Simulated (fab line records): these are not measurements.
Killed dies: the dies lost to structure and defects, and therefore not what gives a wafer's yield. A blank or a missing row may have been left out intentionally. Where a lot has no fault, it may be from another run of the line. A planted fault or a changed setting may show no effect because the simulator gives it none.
Matching of chambers :: flow gf180mcu :: 3 sister chambers for GF_PASSIVATION_CVD_00 on pecvd-03
The step deposits SiO2 from TEOS, target thk 1000 nm, time 111.95 s. 14 wafers are shown with their chamber, then 7 later ones without.

EACH WAFER AND ITS CHAMBER
wafer: L651.1
chamber: 2
heater power outer w (W): 498
heater power w (W): 798

wafer: L651.3
chamber: 1
heater power outer w (W): 429
heater power w (W): 682

wafer: L651.6
chamber: 1
heater power outer w (W): 455
heater power w (W): 706

wafer: L652.1
chamber: 0
heater power outer w (W): 396
heater power w (W): 727

wafer: L652.3
chamber: 1
heater power outer w (W): 393
heater power w (W): 631

wafer: L652.5
chamber: 0
heater power outer w (W): 282
heater power w (W): 615

wafer: L656.1
chamber: 2
heater power outer w (W): 513
heater power w (W): 805

wafer: L656.3
chamber: 0
heater power outer w (W): 399
heater power w (W): 743

wafer: L656.4
chamber: 1
heater power outer w (W): 347
heater power w (W): 592

wafer: L660.1
chamber: 0
heater power outer w (W): 361
heater power w (W): 695

wafer: L660.3
chamber: 1
heater power outer w (W): 429
heater power w (W): 693

wafer: L660.6
chamber: 1
heater power outer w (W): 473
heater power w (W): 722

wafer: L668.1
chamber: 2
heater power outer w (W): 405
heater power w (W): 665

wafer: L668.3
chamber: 1
heater power outer w (W): 440
heater power w (W): 698

SIGNATURES, as means of the wafers listed above
reading: heater power outer w
chamber 0: 359.50
chamber 1: 423.71
chamber 2: 472.00
scatter within a chamber: 48.9

reading: heater power w
chamber 0: 695.00
chamber 1: 674.86
chamber 2: 756.00
scatter within a chamber: 56.5
Rule: for each reading, subtract the chamber's mean from the wafer's reading, divide by that reading's scatter and square the result; add these up over the readings and take the root, which gives the wafer's distance from the chamber. If the next closest chamber is less than 2 further off than the closest, the wafer can't be placed; otherwise it belongs to the closest. The scatter: take each reading less its chamber's mean, square it, sum over the shown wafers, divide by the number of wafers less the number of chambers, and take the root.

WAFERS WITH NO CHAMBER GIVEN
wafer: L668.4
heater power outer w (W): 465
heater power w (W): 734

wafer: L669.1
heater power outer w (W): 394
heater power w (W): 747

wafer: L669.3
heater power outer w (W): 486
heater power w (W): 761

wafer: L669.4
heater power outer w (W): 403
heater power w (W): 660

wafer: L670.3
heater power outer w (W): 499
heater power w (W): 804

wafer: L670.4
heater power outer w (W): 399
heater power w (W): 645

wafer: L670.5
heater power outer w (W): 427
heater power w (W): 669

WHICH CHAMBER EACH ONE RAN IN
wafer: L668.4
from the rows above: can't be placed: 2 or 1 or 0
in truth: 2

wafer: L669.1
from the rows above: can't be placed: 0 or 1 or 2
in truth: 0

wafer: L669.3
from the rows above: can't be placed: 2 or 1
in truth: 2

wafer: L669.4
from the rows above: can't be placed: 1 or 0 or 2
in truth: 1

wafer: L670.3
from the rows above: can't be placed: 2 or 1
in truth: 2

wafer: L670.4
from the rows above: can't be placed: 1 or 0 or 2
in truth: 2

wafer: L670.5
from the rows above: can't be placed: 1 or 0 or 2
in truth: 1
Correct placement for 0 of the 7. Cannot be placed on the basis of these rows: 7; the candidates contain the true chamber in 7. Number placed wrongly: 0.
